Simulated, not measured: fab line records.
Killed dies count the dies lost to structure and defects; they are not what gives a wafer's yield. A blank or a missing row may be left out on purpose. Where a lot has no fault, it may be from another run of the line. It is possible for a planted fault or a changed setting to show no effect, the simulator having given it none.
Which tool is to blame?	flow sfqLine	42 wafers from 14 lots sampled at 7 of the route's 325 steps

WHAT THE GAUGES SHOWED, per wafer
SFQ_L0_RS_MEAS_901: uses a four-point probe to measure. Usual: L0_MONX_KI_RS typically reads 43.4 ohm/sq, with standard deviation 0.58.
lot	measured	on	L0_MONX_KI_RS (ohm/sq)	flag
L267	day 1 12:35	filmMetro-04	43.5 43.8 43.7	
L268	day 1 17:34	filmMetro-04	43.6 44.2 43.9	
L269	day 1 22:34	filmMetro-04	44.1 44.0 43.6	
L270	day 2 03:34	filmMetro-03	42.9 42.8 42.5	
L271	day 2 08:34	filmMetro-04	43.6 42.8 43.4	
L272	day 2 13:34	filmMetro-03	43.9 44.1 43.4	
L273	day 2 18:35	filmMetro-04	43.5 43.5 43.6	
L275	day 3 04:34	filmMetro-01	43.5 43.5 43.0	
L276	day 3 09:34	filmMetro-03	44.5 44.2 44.5	
L278	day 3 19:34	filmMetro-01	43.6 42.5 42.6	
L279	day 4 00:34	filmMetro-01	44.1 43.5 43.5	
L287	day 5 16:35	filmMetro-04	58.3 42.0 43.4	OFF
L288	day 5 21:34	filmMetro-03	58.0 42.4 58.3	OFF
L289	day 6 02:35	filmMetro-03	44.4 43.9 44.1	

SFQ_L0_THK_MEAS_902: measures by xrf. Usual: L0_MONX_KI_THK typically reads 40.6 nm, with standard deviation 0.55.
lot	measured	on	L0_MONX_KI_THK (nm)	flag
L267	day 1 12:41	filmMetro-04	40.5 40.4 40.3	
L268	day 1 17:41	filmMetro-04	40.6 40.0 40.3	
L269	day 1 22:41	filmMetro-04	40.3 40.2 40.5	
L270	day 2 03:41	filmMetro-03	40.6 40.7 41.0	
L271	day 2 08:41	filmMetro-04	40.5 41.1 40.7	
L272	day 2 13:41	filmMetro-03	39.5 39.7 39.9	
L273	day 2 18:41	filmMetro-04	40.5 40.5 40.6	
L275	day 3 04:41	filmMetro-01	40.8 40.6 41.3	
L276	day 3 09:41	filmMetro-03	39.3 39.7 39.3	
L278	day 3 19:41	filmMetro-01	40.6 41.8 41.9	
L279	day 4 00:41	filmMetro-01	40.2 40.7 40.8	
L287	day 5 16:41	filmMetro-04	30.2 41.8 40.3	OFF
L288	day 5 21:41	filmMetro-03	30.2 41.2 30.1	OFF
L289	day 6 02:41	filmMetro-03	39.4 40.0 39.8	

SFQ_M8_THK_MEAS_950: measures by xrf. Usual: M8_AU_THK typically reads 180.1 nm, with standard deviation 2.4.
lot	measured	on	M8_AU_THK (nm)	flag
L267	day 80 16:21	filmMetro-03	178.7 183.9 182.4	
L268	day 80 17:32	filmMetro-04	176.7 179.4 176.5	
L269	day 80 22:20	filmMetro-03	180.1 179.0 175.9	
L270	day 81 06:44	filmMetro-02	180.8 180.0 183.0	
L271	day 81 10:20	filmMetro-03	178.1 180.5 179.8	
L272	day 81 15:08	filmMetro-03	177.8 178.4 178.6	
L273	day 81 19:57	filmMetro-03	178.8 179.0 177.1	
L275	day 82 09:08	filmMetro-03	177.3 176.0 176.3	
L276	day 83 16:20	filmMetro-02	179.5 181.8 182.6	
L278	day 84 19:23	filmMetro-02	186.3 184.6 184.0	
L279	day 84 20:35	filmMetro-03	178.2 178.4 178.3	
L287	day 91 15:06	filmMetro-03	175.5 175.1 177.1	
L288	day 91 17:29	filmMetro-03	179.9 182.0 179.2	
L289	day 91 22:18	filmMetro-02	181.4 183.4 184.1	

WHAT TOOL EACH LOT RAN ON (gives the tool, then ch and the chambers of the sampled wafers, and finally the start)
lot	SFQ_TRILAYER_L0_DEP_SPUTTER_003	SFQ_TRILAYER_L0_ETCH_METAL_ETCH_008	SFQ_TRILAYER_M2_STRIP_STRIP_061	SFQ_TRILAYER_I2_VIA_STRIP_STRIP_071
L267	pvdSputter-03, day 1 12:29	rieMetal-02 ch 0,1, day 2 10:32	rieMetal-01 ch 0,1, day 30 12:01	rieMetal-01 ch 0,1, day 36 19:11
L268	pvdSputter-05, day 1 17:29	rieMetal-02 ch 0,1, day 2 12:56	rieMetal-04 ch 0,1, day 30 19:13	rieMetal-03 ch 0,1, day 37 02:23
L269	pvdSputter-05, day 1 22:29	rieMetal-03 ch 0,1, day 2 14:08	rieMetal-02 ch 0, day 31 05:00	rieMetal-03 ch 0,1, day 37 10:47
L270	pvdSputter-03, day 2 03:29	rieMetal-03 ch 0,1, day 2 16:32	rieMetal-02 ch 0,1, day 31 14:25	rieMetal-03 ch 0,1, day 37 15:35
L271	pvdSputter-03, day 2 08:29	rieMetal-03 ch 0,1, day 2 18:56	rieMetal-02 ch 0,1, day 31 19:20	rieMetal-03 ch 0,1, day 37 19:11
L272	pvdSputter-03, day 2 13:29	rieMetal-04 ch 0,1, day 2 20:08	rieMetal-04 ch 0,1, day 32 13:27	rieMetal-02 ch 0,1, day 38 19:11
L273	pvdSputter-05, day 2 18:29	rieMetal-02 ch 0,1, day 2 21:20	rieMetal-02 ch 1, day 32 19:15	rieMetal-01 ch 1, day 38 22:47
L275	pvdSputter-04, day 3 04:29	rieMetal-03 ch 0,1, day 3 22:55	rieMetal-02 ch 0,1, day 33 14:34	rieMetal-01 ch 0,1, day 39 21:35
L276	pvdSputter-04, day 3 09:29	rieMetal-04 ch 0,1, day 4 04:46	rieMetal-01 ch 0,1, day 34 01:22	rieMetal-03 ch 0,1, day 40 05:59
L278	pvdSputter-03, day 3 19:29	rieMetal-04 ch 0,1, day 4 19:10	rieMetal-01 ch 0,1, day 35 09:17	rieMetal-02 ch 0,1, day 41 14:49
L279	pvdSputter-05, day 4 00:29	rieMetal-02 ch 0, day 5 01:10	rieMetal-02 ch 0, day 36 03:29	rieMetal-03 ch 0,1, day 42 07:45
L287	pvdSputter-03, day 5 16:29	rieMetal-03 ch 0,1, day 8 14:29	rieMetal-04 ch 0,1, day 37 04:49	rieMetal-03 ch 0,1, day 43 12:33
L288	pvdSputter-03, day 5 21:29	rieMetal-03 ch 0,1, day 9 00:05	rieMetal-04 ch 0,1, day 37 08:25	rieMetal-03 ch 0,1, day 43 20:00
L289	pvdSputter-05, day 6 02:29	rieMetal-04 ch 0, day 9 09:41	rieMetal-01 ch 1, day 37 09:37	rieMetal-03 ch 0,1, day 44 00:48
- SFQ_TRILAYER_L0_DEP_SPUTTER_003: material MoNx KI, target thk 40 nm, time 100 s.
- SFQ_TRILAYER_L0_ETCH_METAL_ETCH_008: etches MoNx KI in SF6/O2, stops on SiO2, target depth 50 nm, time 25 s.
- SFQ_TRILAYER_M2_STRIP_STRIP_061: strips in O2.
- SFQ_TRILAYER_I2_VIA_STRIP_STRIP_071: strips in O2.

WHAT THE TOOLS THEMSELVES READ (means of the sampled wafers that have a number; where no wafer has one, the mark that the record gives instead)
SFQ_TRILAYER_L0_DEP_SPUTTER_003. Usual: throttleValvePct 30.0 %, standard deviation 1.2.
lot	tool	throttleValvePct (%)	flag
L267	pvdSputter-03	29.7	
L268	pvdSputter-05	30.8	
L269	pvdSputter-05	31.2	
L270	pvdSputter-03	29.7	
L271	pvdSputter-03	29.3	
L272	pvdSputter-03	29.6	
L273	pvdSputter-05	30.6	
L275	pvdSputter-04	30.1	
L276	pvdSputter-04	30.8	
L278	pvdSputter-03	29.6	
L279	pvdSputter-05	30.6	
L287	pvdSputter-03	29.6	
L288	pvdSputter-03	29.3	
L289	pvdSputter-05	30.3	

SFQ_TRILAYER_L0_ETCH_METAL_ETCH_008. Usual: drypumpMotorCurrentA 5.3 A, standard deviation 0.49; heBacksideLeakSccm 3.4 sccm, standard deviation 0.31; oesProductAu 0.875 a.u., standard deviation 0.0078.
lot	tool	drypumpMotorCurrentA (A)	heBacksideLeakSccm (sccm)	oesProductAu (a.u.)	flag
L267	rieMetal-02	5.2	3.4	0.875	
L268	rieMetal-02	5.2	3.4	0.872	
L269	rieMetal-03	5.4	3.3	0.873	
L270	rieMetal-03	5.4	3.4	0.885	
L271	rieMetal-03	5.4	3.3	0.876	
L272	rieMetal-04	5.1	3.5	0.872	
L273	rieMetal-02	5.1	3.4	0.874	
L275	rieMetal-03	5.4	3.4	0.877	
L276	rieMetal-04	5.2	3.3	0.867	
L278	rieMetal-04	5.2	3.6	0.883	
L279	rieMetal-02	5.7	3.3	0.868	
L287	rieMetal-03	5.8	3.5	0.843	OFF
L288	rieMetal-03	5.4	3.3	0.794	OFF
L289	rieMetal-04	5.4	3.4	0.863	

SFQ_TRILAYER_M2_STRIP_STRIP_061. Usual: drypumpMotorCurrentA 5.5 A, standard deviation 0.44; heBacksideLeakSccm 3.45 sccm, standard deviation 0.24; oesProductAu 0.993 a.u., standard deviation 0.008.
lot	tool	drypumpMotorCurrentA (A)	heBacksideLeakSccm (sccm)	oesProductAu (a.u.)	flag
L267	rieMetal-01	5.9	3.59	0.990	
L268	rieMetal-04	5.1	3.58	0.993	
L269	rieMetal-02	5.7	3.28	0.989	
L270	rieMetal-02	5.1	3.20	0.991	
L271	rieMetal-02	5.4	3.29	0.989	
L272	rieMetal-04	5.1	3.63	0.990	
L273	rieMetal-02	4.8	3.14	0.995	
L275	rieMetal-02	5.1	3.24	0.996	
L276	rieMetal-01	5.9	3.67	0.998	
L278	rieMetal-01	5.9	3.55	1.002	
L279	rieMetal-02	5.7	3.19	0.986	
L287	rieMetal-04	5.3	3.42	0.996	
L288	rieMetal-04	5.3	3.61	0.994	
L289	rieMetal-01	5.8	3.48	1.003	

SFQ_TRILAYER_I2_VIA_STRIP_STRIP_071. Usual: drypumpMotorCurrentA 5.6 A, standard deviation 0.55; heBacksideLeakSccm 3.5 sccm, standard deviation 0.4; oesProductAu 0.995 a.u., standard deviation 0.008.
lot	tool	drypumpMotorCurrentA (A)	heBacksideLeakSccm (sccm)	oesProductAu (a.u.)	flag
L267	rieMetal-01	5.9	3.5	0.993	
L268	rieMetal-03	5.4	3.9	0.999	
L269	rieMetal-03	5.4	3.4	0.998	
L270	rieMetal-03	5.4	3.3	1.000	
L271	rieMetal-03	5.4	3.5	0.996	
L272	rieMetal-02	5.4	3.3	0.993	
L273	rieMetal-01	5.8	3.6	0.995	
L275	rieMetal-01	5.9	3.7	1.000	
L276	rieMetal-03	5.8	3.3	1.006	
L278	rieMetal-02	5.1	3.3	0.991	
L279	rieMetal-03	5.4	3.4	0.992	
L287	rieMetal-03	5.4	3.3	0.994	
L288	rieMetal-03	5.8	3.3	1.001	
L289	rieMetal-03	5.8	3.5	0.990	

THE ANSWER, worked out from the rows above alone
Rule: take the mean of a lot's wafers that have a number; if it is more than 3 standard deviations from the usual mean, the lot is off. A lot without any number at a reading at which 4 lots or more have one is off too. Any other lot the step has rows for is counted as sound. The gauges are gone through in route order, then the tools' own readings, and for those a lot's mean is taken as printed above. At the first step where some lot is off, the reading lying furthest off is the one used; lots without a number count as furthest.
Off: L287, L288, seen at SFQ_L0_RS_MEAS_901 (L0_MONX_KI_RS).
A tool fits if, at a process step before that reading, it ran every lot that is off, and no sound lot after the first of them. The gauges at SFQ_L0_RS_MEAS_901 aren't tried: what is off there is off at SFQ_TRILAYER_L0_ETCH_METAL_ETCH_008 too, on other tools, and a gauge's error can't cause that. One fits: pvdSputter-03 at SFQ_TRILAYER_L0_DEP_SPUTTER_003. A fault onset in the window from L278 (day 3 19:29, its last sound lot) to L287 (day 5 16:29, its first lot off) fits.

WHAT THE SIMULATOR HAD PUT IN
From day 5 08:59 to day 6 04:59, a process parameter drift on pvdSputter-03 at SFQ_TRILAYER_L0_DEP_SPUTTER_003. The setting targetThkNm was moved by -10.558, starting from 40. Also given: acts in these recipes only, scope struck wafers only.
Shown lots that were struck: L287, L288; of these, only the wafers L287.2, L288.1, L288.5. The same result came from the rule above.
